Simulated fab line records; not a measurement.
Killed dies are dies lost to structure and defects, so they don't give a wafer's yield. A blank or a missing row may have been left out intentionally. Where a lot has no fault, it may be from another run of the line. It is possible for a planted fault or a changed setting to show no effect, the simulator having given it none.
What tool caused it? | flow gf180mcu | 12 lots, 36 wafers sampled, at 1 step of a route of 602

WHAT EACH GAUGE READ, for each wafer
GF_M1_RS_MEAS_05: uses a four-point probe to measure.
lot  | measured     | on           | M1_ALCU_RS (ohm/sq)
L075 | day 16 07:17 | filmMetro-03 | 0.0712 0.0692 0.0715
L077 | day 17 23:25 | filmMetro-02 | 0.0679 0.0693 0.0691
L078 | day 18 02:01 | filmMetro-03 | 0.0685 0.0679 0.0695
L081 | day 18 22:55 | filmMetro-03 | 0.0698 0.0701 0.0705
L083 | day 19 18:46 | filmMetro-04 | 0.0690 0.0668 0.0674
L085 | day 20 12:49 | filmMetro-02 | 0.0683 0.0699 0.0678
L087 | day 20 23:58 | filmMetro-02 | 0.0707 0.0679 0.0698
L089 | day 21 19:56 | filmMetro-04 | 0.0690 0.0702 0.0690
L091 | day 22 09:10 | filmMetro-02 | 0.0686 0.0695 0.0705
L093 | day 23 01:47 | filmMetro-04 | 0.0693 0.0693 0.0680
L095 | day 23 16:08 | filmMetro-02 | 0.0692 0.0686 0.0706
L097 | day 24 09:11 | filmMetro-03 | 0.0695 0.0709 0.0714

WHAT TOOL EACH LOT RAN ON (gives the tool, then ch and the chambers of the sampled wafers, and finally the start)
Before these readings, the record contains no process step.

THE ANSWER, worked out from the rows above alone
Rule: the usual values come from the lots themselves. Put in order of their means at a reading, lots are off if they are a third of the lots or fewer, leave a main group of 4 or more, and stand apart from it by a gap of 3 or more times the standard deviation of the main group's means; of several such gaps the widest counts. The tables above print the reading to a certain number of digits; a main group whose means all agree to those digits is not used. A lot without any number at a reading at which 4 lots or more have one is off too. All remaining lots with rows at the step are treated as sound.
Nothing can be told from this: no lot is off at any reading shown.

WHAT HAD BEEN PUT IN BY THE SIMULATOR
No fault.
